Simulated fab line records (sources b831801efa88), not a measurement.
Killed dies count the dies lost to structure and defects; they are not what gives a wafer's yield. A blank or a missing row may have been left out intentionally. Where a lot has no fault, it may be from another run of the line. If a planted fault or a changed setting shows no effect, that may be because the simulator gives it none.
fab line records	flow sky130
[record] lots = 24	wafers = 72	last-day = 51
route steps=708 shown LDD_LDN@296 METAL1@449 METAL2@499 VIA2@528 CAPM@537
lots that met no fault: taken from a fault-free run of the same line
start-h: hours from the record's first day to the start of the lot's first wafer shown	wait-h: hours from the lot's prior step to this one	" unchanged from the row above	L1.1+2: several wafers, shown together as one row	- no value, or no start was given	* or withheld: withheld	< > ~ a bound
route shown NAME@n: a module of which the file shows steps, and the number in the route of the first	usual: the fault-free wafers' mean and standard deviation	same: alike in all rows	chamber/n: place in a boat	sites: the reading at each site	_std_site: their standard deviation	_edge_site: outer sites' mean less inner sites'	radius-mm: for every site, how far away it sits from the centre of the wafer	mask NAME#n: copy n	behind: the last tool/chamber to shape the wafer	hold: why the lot went on hold/how many hours it stayed there/how the hold came to an end	device: names the non-switching transistor (n, p or np)	end of line: the route-end tests of the same wafers	a step without rows: its recipe alone	killed: count of dies lost to structure and defects at first sort (not the wafer's yield)	map: a wafer's dies, marking killed ones x, the rest . and places with no die _
set.NAME: the setting the step ran with; set.NAME@STEP: the setting that earlier step ran with	model.NAME: the simulator's own value behind a step, which no gauge read
route steps across a sampled set of lots; one table per step, one row per wafer
services: from which hour (start-h, from the record's first day; less than 0 if before it) a tool's chamber was out of use, for how many hours, and why
[[steps]]
[step SKY_LDD_LDN_OVL_MEAS_07]
[usual] LDD_LDN_OVL = 0.8/1.3
lot.wafer	tool	chamber	start-h	wait-h	LDD_LDN_OVL[nm]
L074.1	overlay-01	-	521.68	0.1	3.9
L074.3	"	-	"	"	3.3
L074.5	"	-	"	"	3.3
L075.1	overlay-02	-	530.73	0.1	-0.1
L075.2	"	-	"	"	0.7
L075.4	"	-	"	"	1.1
L077.3	overlay-01	-	538.75	0.1	-0.3
L077.5	"	-	"	"	-0.3
L077.6	"	-	"	"	-1.5
L076.2	overlay-01	-	539.19	0.1	3.6
L076.5	"	-	"	"	1.2
L076.6	"	-	"	"	2.2
L079.1	overlay-01	-	545.28	0.1	1.4
L079.3	"	-	"	"	0.3
L079.5	"	-	"	"	1.1
L078.4	overlay-02	-	551.70	0.1	1.0
L078.5	"	-	"	"	2.5
L078.6	"	-	"	"	2.7
L080.1	overlay-02	-	558.98	0.1	2.0
L080.4	"	-	"	"	3.0
L080.6	"	-	"	"	2.8
L081.1	overlay-02	-	568.03	0.1	-0.4
L081.3	"	-	"	"	0.0
L081.6	"	-	"	"	0.7
L082.2	overlay-01	-	593.84	0.1	0.6
L082.3	"	-	"	"	1.9
L082.4	"	-	"	"	0.3
L083.1	overlay-02	-	594.73	0.1	0.6
L083.4	"	-	"	"	0.8
L083.6	"	-	"	"	0.1
L084.4	overlay-01	-	608.10	0.1	1.7
L084.5	"	-	"	"	2.3
L084.6	"	-	"	"	1.8
L087.2	overlay-02	-	727.99	0.1	1.8
L087.5	"	-	"	"	1.2
L087.6	"	-	"	"	2.7
L089.1	overlay-02	-	728.28	0.1	1.7
L089.4	"	-	"	"	-1.0
L089.5	"	-	"	"	-0.6
L086.1	overlay-01	-	728.63	0.1	0.5
L086.2	"	-	"	"	0.6
L086.3	"	-	"	"	1.1
L093.1	overlay-01	-	729.88	0.1	1.4
L093.2	"	-	"	"	0.8
L093.6	"	-	"	"	2.7
L088.3	overlay-02	-	730.65	0.1	0.6
L088.4	"	-	"	"	1.0
L088.6	"	-	"	"	0.7
L085.2	overlay-01	-	731.19	0.1	0.6
L085.4	"	-	"	"	1.1
L085.6	"	-	"	"	-1.7
L095.1	overlay-02	-	731.73	0.1	0.1
L095.2	"	-	"	"	-0.7
L095.5	"	-	"	"	0.2
L090.1	overlay-01	-	732.73	0.1	-1.2
L090.5	"	-	"	"	-1.0
L090.6	"	-	"	"	0.2
L091.4	overlay-02	-	733.05	0.1	2.0
L091.5	"	-	"	"	3.5
L091.6	"	-	"	"	1.0
L094.2	overlay-02	-	733.64	0.1	-1.2
L094.3	"	-	"	"	-0.7
L094.5	"	-	"	"	-1.8
L096.2	overlay-02	-	734.44	0.1	1.9
L096.4	"	-	"	"	1.2
L096.5	"	-	"	"	0.9
L097.1	overlay-01	-	734.58	0.1	0.7
L097.2	"	-	"	"	0.7
L097.6	"	-	"	"	0.1
L092.3	overlay-01	-	738.05	0.1	-0.5
L092.4	"	-	"	"	-1.5
L092.5	"	-	"	"	0.3
[step SKY_METAL1_CD_MEAS_15]
[recipe] target-cd-nm = 140
[usual] cd-nm = 139.7/1.5
lot.wafer	tool	chamber	start-h	wait-h	cd-nm
L075.1	cd-sem-02	-	790.33	-	137.2
L075.2	"	-	"	"	137.3
L075.4	"	-	"	"	137.7
L074.1	cd-sem-01	-	791.44	-	138.9
L074.3	"	-	"	"	138.1
L074.5	"	-	"	"	138.5
L079.1	cd-sem-02	-	791.79	-	139.3
L079.3	"	-	"	"	140.7
L079.5	"	-	"	"	141.6
L077.3	cd-sem-01	-	792.18	-	139.1
L077.5	"	-	"	"	137.8
L077.6	"	-	"	"	139.1
L076.2	cd-sem-02	-	792.51	-	142.1
L076.5	"	-	"	"	141.7
L076.6	"	-	"	"	141.1
L078.4	cd-sem-01	-	792.90	-	141.3
L078.5	"	-	"	"	141.6
L078.6	"	-	"	"	141.4
L080.1	cd-sem-02	-	793.18	-	138.3
L080.4	"	-	"	"	137.7
L080.6	"	-	"	"	139.7
L081.1	cd-sem-02	-	796.33	-	139.7
L081.3	"	-	"	"	139.8
L081.6	"	-	"	"	140.0
L082.2	cd-sem-01	-	823.90	-	140.1
L082.3	"	-	"	"	139.5
L082.4	"	-	"	"	138.5
L083.1	cd-sem-01	-	826.08	-	142.2
L083.4	"	-	"	"	142.3
L083.6	"	-	"	"	140.4
L084.4	cd-sem-02	-	832.19	-	141.6
L084.5	"	-	"	"	140.1
L084.6	"	-	"	"	141.0
L086.1	cd-sem-02	-	940.64	-	137.8
L086.2	"	-	"	"	138.1
L086.3	"	-	"	"	137.3
L089.1	cd-sem-01	-	943.59	-	140.4
L089.4	"	-	"	"	142.6
L089.5	"	-	"	"	143.1
L087.2	cd-sem-02	-	943.96	-	141.4
L087.5	"	-	"	"	140.4
L087.6	"	-	"	"	141.6
L093.1	cd-sem-02	-	944.38	-	141.2
L093.2	"	-	"	"	140.0
L093.6	"	-	"	"	140.3
L088.3	cd-sem-01	-	945.37	-	141.5
L088.4	"	-	"	"	140.2
L088.6	"	-	"	"	140.1
L085.2	cd-sem-02	-	945.70	-	140.4
L085.4	"	-	"	"	138.6
L085.6	"	-	"	"	139.1
L095.1	cd-sem-01	-	946.04	-	138.0
L095.2	"	-	"	"	137.9
L095.5	"	-	"	"	136.7
L091.4	cd-sem-01	-	946.45	-	140.1
L091.5	"	-	"	"	141.8
L091.6	"	-	"	"	141.4
L090.1	cd-sem-02	-	947.79	-	139.8
L090.5	"	-	"	"	139.2
L090.6	"	-	"	"	137.8
L094.2	cd-sem-01	-	947.96	-	139.3
L094.3	"	-	"	"	140.1
L094.5	"	-	"	"	139.0
L096.2	cd-sem-01	-	949.15	-	136.8
L096.4	"	-	"	"	137.4
L096.5	"	-	"	"	136.4
L097.1	cd-sem-01	-	949.50	-	140.7
L097.2	"	-	"	"	139.1
L097.6	"	-	"	"	139.9
L092.3	cd-sem-02	-	950.83	-	140.2
L092.4	"	-	"	"	140.1
L092.5	"	-	"	"	140.1
[step SKY_METAL2_OVL_MEAS_16]
[usual] METAL2_OVL = -1/4.6
lot.wafer	tool	chamber	start-h	wait-h	METAL2_OVL[nm]
L075.1	overlay-02	-	844.90	0.1	-1
L075.2	"	-	"	"	8
L075.4	"	-	"	"	2
L079.1	overlay-01	-	845.95	0.1	0
L079.3	"	-	"	"	9
L079.5	"	-	"	"	7
L074.1	overlay-02	-	846.37	0.1	-4
L074.3	"	-	"	"	-4
L074.5	"	-	"	"	1
L077.3	overlay-01	-	846.61	0.1	-1
L077.5	"	-	"	"	-3
L077.6	"	-	"	"	9
L078.4	overlay-02	-	847.77	0.1	0
L078.5	"	-	"	"	-2
L078.6	"	-	"	"	6
L076.2	overlay-02	-	848.21	0.1	1
L076.5	"	-	"	"	-3
L076.6	"	-	"	"	-3
L080.1	overlay-01	-	848.56	0.1	2
L080.4	"	-	"	"	2
L080.6	"	-	"	"	5
L081.1	overlay-01	-	851.15	0.1	0
L081.3	"	-	"	"	7
L081.6	"	-	"	"	-2
L082.2	overlay-01	-	879.36	0.1	-1
L082.3	"	-	"	"	7
L082.4	"	-	"	"	1
L083.1	overlay-02	-	880.35	0.1	-2
L083.4	"	-	"	"	-3
L083.6	"	-	"	"	-4
L084.4	overlay-02	-	885.72	0.1	-4
L084.5	"	-	"	"	-2
L084.6	"	-	"	"	-9
L086.1	overlay-01	-	990.81	0.1	-11
L086.2	"	-	"	"	-3
L086.3	"	-	"	"	-6
L089.1	overlay-01	-	994.00	0.1	-8
L089.4	"	-	"	"	-6
L089.5	"	-	"	"	-2
L087.2	overlay-02	-	994.81	0.1	-1
L087.5	"	-	"	"	-9
L087.6	"	-	"	"	3
L093.1	overlay-02	-	995.46	0.1	1
L093.2	"	-	"	"	-3
L093.6	"	-	"	"	-4
L088.3	overlay-01	-	995.56	0.1	0
L088.4	"	-	"	"	1
L088.6	"	-	"	"	-3
L085.2	overlay-02	-	996.16	0.1	-4
L085.4	"	-	"	"	2
L085.6	"	-	"	"	0
L095.1	overlay-01	-	996.51	0.1	-6
L095.2	"	-	"	"	1
L095.5	"	-	"	"	-4
L091.4	overlay-02	-	997.92	0.1	-6
L091.5	"	-	"	"	-3
L091.6	"	-	"	"	-9
L090.1	overlay-01	-	999.20	0.1	-3
L090.5	"	-	"	"	-7
L090.6	"	-	"	"	-4
L094.2	overlay-01	-	999.41	0.1	5
L094.3	"	-	"	"	-9
L094.5	"	-	"	"	-8
L096.2	overlay-01	-	1000.21	0.1	-2
L096.4	"	-	"	"	-3
L096.5	"	-	"	"	0
L097.1	overlay-02	-	1000.90	0.1	3
L097.2	"	-	"	"	0
L097.6	"	-	"	"	0
L092.3	overlay-01	-	1002.42	0.1	-5
L092.4	"	-	"	"	6
L092.5	"	-	"	"	1
[step SKY_VIA2_CVD_21]
[recipe] material = W	target-thk-nm = 420	time-s = 126.4	temp-c = 400	pressure-torr = 40
[usual] heater-power-outer-w = 497/68	heater-power-w = 830/77
lot.wafer	tool	chamber	start-h	wait-h	heater-power-outer-w	heater-power-w
L075.1	cvd-w-02	1	873.28	0.0	520	863
L075.2	"	0	"	"	449	757
L075.4	"	1	"	"	534	870
L079.1	cvd-w-02	1	874.33	0.0	523	865
L079.3	"	0	"	"	459	738
L079.5	"	0	"	"	450	748
L074.1	cvd-w-01	1	874.43	0.0	448	796
L074.3	"	1	"	"	460	809
L074.5	"	0	"	"	570	908
L077.3	cvd-w-02	0	874.79	0.1	451	751
L077.5	"	0	"	"	451	748
L077.6	"	1	"	"	527	878
L078.4	cvd-w-02	1	876.24	0.1	541	842
L078.5	"	0	"	"	450	748
L078.6	"	1	"	"	525	851
L076.2	cvd-w-01	1	876.55	0.0	450	808
L076.5	"	1	"	"	448	787
L076.6	"	0	"	"	566	906
L080.1	cvd-w-02	0	876.90	0.0	442	776
L080.4	"	1	"	"	514	854
L080.6	"	0	"	"	460	745
L081.1	cvd-w-02	1	879.70	0.0	516	877
L081.3	"	1	"	"	530	861
L081.6	"	0	"	"	444	764
L082.2	cvd-w-02	0	905.59	0.0	453	756
L082.3	"	0	"	"	437	753
L082.4	"	1	"	"	520	863
L083.1	cvd-w-02	1	906.29	0.0	513	867
L083.4	"	0	"	"	449	758
L083.6	"	1	"	"	515	864
L084.4	cvd-w-02	1	912.44	0.1	521	856
L084.5	"	0	"	"	454	752
L084.6	"	1	"	"	534	856
L086.1	cvd-w-01	1	1014.71	0.0	402	738
L086.2	"	0	"	"	604	945
L086.3	"	1	"	"	404	736
L089.1	cvd-w-02	1	1017.54	0.0	515	859
L089.4	"	0	"	"	451	748
L089.5	"	0	"	"	457	744
L087.2	cvd-w-01	1	1019.14	0.0	421	759
L087.5	"	1	"	"	402	760
L087.6	"	0	"	"	602	917
L093.1	cvd-w-02	0	1020.33	0.0	454	747
L093.2	"	1	"	"	527	872
L093.6	"	1	"	"	538	873
L088.3	cvd-w-01	1	1020.53	0.1	410	762
L088.4	"	0	"	"	602	929
L088.6	"	0	"	"	572	932
L085.2	cvd-w-01	1	1021.25	0.0	416	747
L085.4	"	0	"	"	606	950
L085.6	"	0	"	"	590	946
L095.1	cvd-w-01	1	1022.24	0.0	416	741
L095.2	"	0	"	"	600	957
L095.5	"	1	"	"	405	754
L091.4	cvd-w-01	0	1023.23	0.1	608	939
L091.5	"	1	"	"	413	748
L091.6	"	0	"	"	589	946
L090.1	cvd-w-01	0	1024.54	0.0	598	940
L090.5	"	0	"	"	609	928
L090.6	"	1	"	"	408	746
L094.2	cvd-w-01	1	1024.86	0.0	405	749
L094.3	"	0	"	"	576	925
L094.5	"	0	"	"	599	948
L096.2	cvd-w-02	1	1026.35	0.1	527	882
L096.4	"	1	"	"	517	883
L096.5	"	1	"	"	512	879
L097.1	cvd-w-01	1	1026.71	0.0	408	756
L097.2	"	0	"	"	596	916
L097.6	"	0	"	"	588	962
L092.3	cvd-w-01	0	1028.42	0.1	593	935
L092.4	"	1	"	"	405	748
L092.5	"	1	"	"	397	755
[step SKY_VIA2_RS_MEAS_22]
[recipe] thk-meas-gauge = four-point-probe	reads = W_of_VIA2_CVD_21+TiN_of_VIA2_SPUTTER_20
[usual] VIA2_W_RS = 0.272/0.0032
lot.wafer	tool	chamber	start-h	wait-h	VIA2_W_RS[ohm/sq]
L075.1	film-metro-04	-	873.41	0.1	0.272
L075.2	"	-	"	"	0.272
L075.4	"	-	"	"	0.275
L079.1	film-metro-04	-	874.46	0.1	0.274
L079.3	"	-	"	"	0.272
L079.5	"	-	"	"	0.271
L074.1	film-metro-01	-	874.57	0.1	0.267
L074.3	"	-	"	"	0.271
L074.5	"	-	"	"	0.267
L077.3	film-metro-02	-	874.91	0.1	0.274
L077.5	"	-	"	"	0.273
L077.6	"	-	"	"	0.274
L078.4	film-metro-01	-	876.38	0.1	0.268
L078.5	"	-	"	"	0.268
L078.6	"	-	"	"	0.270
L076.2	film-metro-01	-	876.70	0.1	0.270
L076.5	"	-	"	"	0.274
L076.6	"	-	"	"	0.272
L080.1	film-metro-02	-	877.03	0.1	0.269
L080.4	"	-	"	"	0.269
L080.6	"	-	"	"	0.270
L081.1	film-metro-04	-	879.83	0.1	0.271
L081.3	"	-	"	"	0.270
L081.6	"	-	"	"	0.271
L082.2	film-metro-02	-	905.74	0.1	0.269
L082.3	"	-	"	"	0.271
L082.4	"	-	"	"	0.279
L083.1	film-metro-01	-	906.42	0.1	0.271
L083.4	"	-	"	"	0.269
L083.6	"	-	"	"	0.269
L084.4	film-metro-01	-	912.58	0.1	0.274
L084.5	"	-	"	"	0.266
L084.6	"	-	"	"	0.275
L086.1	film-metro-01	-	1014.84	0.1	0.269
L086.2	"	-	"	"	0.273
L086.3	"	-	"	"	0.270
L089.1	film-metro-04	-	1017.67	0.1	0.270
L089.4	"	-	"	"	0.272
L089.5	"	-	"	"	0.270
L087.2	film-metro-02	-	1019.29	0.1	0.271
L087.5	"	-	"	"	0.271
L087.6	"	-	"	"	0.275
L093.1	film-metro-01	-	1020.46	0.1	0.268
L093.2	"	-	"	"	0.269
L093.6	"	-	"	"	0.268
L088.3	film-metro-04	-	1020.66	0.1	0.270
L088.4	"	-	"	"	0.279
L088.6	"	-	"	"	0.276
L085.2	film-metro-02	-	1021.40	0.1	0.277
L085.4	"	-	"	"	0.277
L085.6	"	-	"	"	0.277
L095.1	film-metro-01	-	1022.37	0.1	0.276
L095.2	"	-	"	"	0.276
L095.5	"	-	"	"	0.273
L091.4	film-metro-02	-	1023.38	0.1	0.275
L091.5	"	-	"	"	0.273
L091.6	"	-	"	"	0.278
L090.1	film-metro-04	-	1024.67	0.1	0.273
L090.5	"	-	"	"	0.274
L090.6	"	-	"	"	0.271
L094.2	film-metro-04	-	1025.01	0.1	0.271
L094.3	"	-	"	"	0.274
L094.5	"	-	"	"	0.277
L096.2	film-metro-04	-	1026.59	0.2	0.277
L096.4	"	-	"	"	0.274
L096.5	"	-	"	"	0.273
L097.1	film-metro-02	-	1026.84	0.1	0.270
L097.2	"	-	"	"	0.275
L097.6	"	-	"	"	0.275
L092.3	film-metro-02	-	1028.59	0.1	0.279
L092.4	"	-	"	"	0.273
L092.5	"	-	"	"	0.274
[step SKY_CAPM_CVD_00]
[recipe] material = SiO2	target-thk-nm = 15.5	temp-c = 400	time-s = withheld	rf-w = 450
[usual] heater-power-outer-w = 403/63	heater-power-w = 699/93
lot.wafer	tool	chamber	start-h	wait-h	heater-power-outer-w	heater-power-w
L075.1	pecvd-03	0	874.04	0.0	431	691
L075.2	"	1	"	"	366	683
L075.4	"	2	"	"	395	661
L079.1	pecvd-03	2	875.09	0.0	313	577
L079.3	"	0	"	"	464	738
L079.5	"	2	"	"	328	577
L074.1	pecvd-01	0	875.37	0.0	380	609
L074.3	"	2	"	"	453	838
L074.5	"	1	"	"	301	554
L077.3	pecvd-02	2	875.51	0.0	411	685
L077.5	"	2	"	"	408	687
L077.6	"	1	"	"	518	895
L078.4	pecvd-03	0	876.97	0.0	451	715
L078.5	"	1	"	"	355	653
L078.6	"	2	"	"	368	656
L076.2	pecvd-01	0	877.31	0.0	334	570
L076.5	"	0	"	"	346	581
L076.6	"	1	"	"	262	501
L080.1	pecvd-02	0	877.66	0.0	384	676
L080.4	"	0	"	"	385	676
L080.6	"	2	"	"	388	651
L081.1	pecvd-03	0	880.46	0.0	480	766
L081.3	"	1	"	"	433	741
L081.6	"	1	"	"	410	738
L082.2	pecvd-03	1	906.35	0.0	362	654
L082.3	"	0	"	"	476	775
L082.4	"	2	"	"	334	605
L083.1	pecvd-01	1	907.06	0.0	309	567
L083.4	"	0	"	"	369	616
L083.6	"	1	"	"	300	563
L084.4	pecvd-02	1	913.17	0.0	460	836
L084.5	"	2	"	"	411	699
L084.6	"	1	"	"	480	837
L086.1	pecvd-02	0	1015.48	0.0	393	680
L086.2	"	1	"	"	509	874
L086.3	"	2	"	"	390	690
L089.1	pecvd-01	1	1018.30	0.0	334	584
L089.4	"	2	"	"	410	777
L089.5	"	1	"	"	324	582
L087.2	pecvd-03	1	1019.91	0.0	376	664
L087.5	"	2	"	"	377	639
L087.6	"	0	"	"	437	712
L093.1	pecvd-02	0	1021.09	0.0	329	648
L093.2	"	2	"	"	359	645
L093.6	"	1	"	"	552	930
L088.3	pecvd-01	2	1021.26	0.0	391	746
L088.4	"	0	"	"	418	660
L088.6	"	2	"	"	392	733
L085.2	pecvd-03	2	1022.02	0.0	362	651
L085.4	"	2	"	"	380	643
L085.6	"	1	"	"	415	712
L095.1	pecvd-02	0	1023.01	0.0	393	717
L095.2	"	2	"	"	416	711
L095.5	"	0	"	"	393	692
L091.4	pecvd-01	1	1023.96	0.0	349	601
L091.5	"	2	"	"	471	837
L091.6	"	0	"	"	407	650
L090.1	pecvd-03	1	1025.31	0.0	430	751
L090.5	"	0	"	"	394	644
L090.6	"	2	"	"	380	658
L094.2	pecvd-02	0	1025.62	0.0	304	574
L094.3	"	2	"	"	403	697
L094.5	"	0	"	"	297	583
L096.2	pecvd-03	0	1027.37	0.0	453	726
L096.4	"	1	"	"	430	742
L096.5	"	2	"	"	378	650
L097.1	pecvd-02	0	1027.47	0.0	352	651
L097.2	"	2	"	"	420	723
L097.6	"	2	"	"	438	733
L092.3	pecvd-03	0	1029.30	0.0	470	731
L092.4	"	0	"	"	477	764
L092.5	"	1	"	"	387	698
[[services]]
tool	chamber	start-h	hours	kind
cvd-w-02	-	855.35	2.8	pm
pecvd-02	2	856.79	3.4	repair
pecvd-03	-	864.54	0.9	repair
pecvd-01	-	879.02	2.8	pm
pecvd-02	0	896.40	23.1	repair
cvd-w-01	-	904.00	14.0	pm
cvd-w-01	0	904.00	14.0	vent-cycle
cvd-w-01	1	904.00	14.0	vent-cycle
pecvd-02	2	915.37	5.5	scheduled-down
pecvd-01	1	916.64	13.8	repair
cvd-w-01	0	918.00	-	clean
cvd-w-01	1	918.00	-	clean
cvd-w-02	-	918.00	6.9	pm
cvd-w-02	-	938.78	1.2	repair
pecvd-03	0	970.14	2.1	scheduled-down
pecvd-03	1	972.27	5.5	scheduled-down
cvd-w-02	-	978.85	3.8	pm
pecvd-03	1	986.28	2.1	scheduled-down
cvd-w-02	0	1023.02	6.0	repair
pecvd-02	1	1024.06	5.5	scheduled-down
[[key]]
fault none
